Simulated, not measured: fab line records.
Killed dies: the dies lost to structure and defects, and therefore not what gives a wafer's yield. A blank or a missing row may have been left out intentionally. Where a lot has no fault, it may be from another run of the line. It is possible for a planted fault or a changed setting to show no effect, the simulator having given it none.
One fault through the eyes of 2 desks / flow gf180mcu / only its own numbers are on each desk; what lay behind them is given at the end

AT THE TOOL OWNER'S DESK: lithoTrack-01
The tool's own readings at GF_M2_DEVELOP_13 (develop time 60 s): means of the sampled wafers that have a number, for each lot that ran on this tool. Marked OUT: a lot whose mean sits more than 4 standard deviations from the usual mean, which makes it out of limits; the brackets give that distance.
Columns: A = resistLineTempC at GF_M2_DEVELOP_13, usual 23.01 C
lot=L182; first seen here=day 21 16:26; A=23.07
lot=L188; first seen here=day 23 13:56; A=22.95
lot=L193; first seen here=day 24 23:46; A=23.09
lot=L194; first seen here=day 25 16:20; A=23.07
This desk's finding: nothing out of limits on any of the 4 lots.

METROLOGY DESK
What the gauges read for every lot (on any tool): the sampled wafers with a number, averaged. Marked OUT: a lot whose mean sits more than 4 standard deviations from the usual mean, which makes it out of limits; the brackets give that distance.
Columns: A = cdNm at GF_M2_CD_MEAS_14, usual 280.2 nm
lot=L176; first seen here=day 19 09:51; A=280.0
lot=L177; first seen here=day 19 13:41; A=279.1
lot=L178; first seen here=day 20 00:37; A=278.5
lot=L180; first seen here=day 21 00:01; A=280.4
lot=L181; first seen here=day 21 12:11; A=280.3
lot=L182; first seen here=day 21 16:35; A=280.7
lot=L188; first seen here=day 23 14:07; A=280.8
lot=L192; first seen here=day 24 23:35; A=280.6
lot=L193; first seen here=day 24 23:54; A=284.2
lot=L194; first seen here=day 25 16:29; A=286.9 (+5.6) OUT
lot=L195; first seen here=day 26 02:10; A=280.7
lot=L196; first seen here=day 26 04:22; A=281.3
lot=L197; first seen here=day 26 13:43; A=278.8
Finding of this desk: L194 out of limits; the first was L194 at day 25 16:29, on cdNm at GF_M2_CD_MEAS_14. In limits: L176, L177, L178, L180, L181, L182, L188, L192, L193, L195, L196, L197.

ALL TOGETHER
At day 25 16:29 the metrology desk could have sounded an alarm, on L194.
The tool owner's desk saw nothing out of limits.
Tool owner's desk: L194 on record, inside its limits.
Every lot named ran GF_M2_DEVELOP_13 on lithoTrack-01.

WHAT WAS PUT IN BY THE SIMULATOR
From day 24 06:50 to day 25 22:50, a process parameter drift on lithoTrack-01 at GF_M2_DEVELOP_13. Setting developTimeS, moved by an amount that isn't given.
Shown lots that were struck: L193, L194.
Delay in hours, fault start to first out-of-limits reading, per desk: metrology desk 34.
